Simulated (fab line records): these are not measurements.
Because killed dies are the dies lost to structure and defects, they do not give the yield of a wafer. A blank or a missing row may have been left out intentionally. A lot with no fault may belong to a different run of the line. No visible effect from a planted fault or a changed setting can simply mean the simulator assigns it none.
Matching of chambers | flow sky130 | SKY_SONOS_TUNNEL_WET_ETCH_10 on wet_bench-03 has 4 sister chambers
The step etches SiO2 in dHF, target depth 14 nm, time 280 s. 14 wafers are shown with their chamber, then 7 later ones without.

## EACH WAFER AND ITS CHAMBER
wafer  | chamber | run_length_s (s) | bath_heat_duty_pct (%)
L362.1 | 2       | 312              | 6.5
L362.2 | 2       | 312              | 5.8
L362.3 | 2       | 312              | 7.0
L363.1 | 0       | 307              | 5.7
L363.3 | 0       | 307              | 5.8
L363.6 | 0       | 307              | 6.7
L364.4 | 1       | 313              | 7.1
L364.5 | 1       | 313              | 7.5
L364.6 | 1       | 313              | 7.0
L365.1 | 3       | 306              | 6.0
L365.2 | 3       | 306              | 5.5
L365.3 | 3       | 306              | 5.9
L368.1 | 2       | 306              | 7.0
L368.2 | 2       | 306              | 6.3

SIGNATURES (averages over the wafers above)
reading            | chamber 0 | chamber 1 | chamber 2 | chamber 3 | scatter within a chamber
run_length_s       | 307.00    | 313.00    | 309.60    | 306.00    | 2.08
bath_heat_duty_pct | 6.067     | 7.200     | 6.520     | 5.800     | 0.438
Rule: for each reading, subtract the chamber's mean from the wafer's reading, divide by that reading's scatter and square the result; add these up over the readings and take the root, which gives the wafer's distance from the chamber. The wafer belongs to the nearest chamber; if the next one is less than 2 further off, it can't be placed. How the scatter is found: for the shown wafers, subtract from each reading the mean of its chamber, square and add these, divide the total by (wafers less chambers), then take the root.

## WAFERS WITH NO CHAMBER GIVEN
wafer  | run_length_s (s) | bath_heat_duty_pct (%)
L368.5 | 306              | 6.4
L375.1 | 314              | 5.6
L375.3 | 314              | 5.1
L375.4 | 314              | 6.5
L376.3 | 307              | 5.9
L376.4 | 307              | 6.4
L376.6 | 307              | 5.9

## CHAMBER TAKEN BY EACH
wafer  | from the rows above               | in truth
L368.5 | can't be placed: 0 or 3 or 2      | 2
L375.1 | can't be placed: 2 or 0 or 1 or 3 | 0
L375.3 | can't be placed: 2 or 0 or 3 or 1 | 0
L375.4 | can't be placed: 1 or 2 or 0      | 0
L376.3 | can't be placed: 0 or 3 or 2      | 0
L376.4 | can't be placed: 0 or 2 or 3      | 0
L376.6 | can't be placed: 0 or 3 or 2      | 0
0 of 7 placed correctly. From these rows, 7 cannot be placed; in 7 the true chamber is one of the candidates. Number placed wrongly: 0.
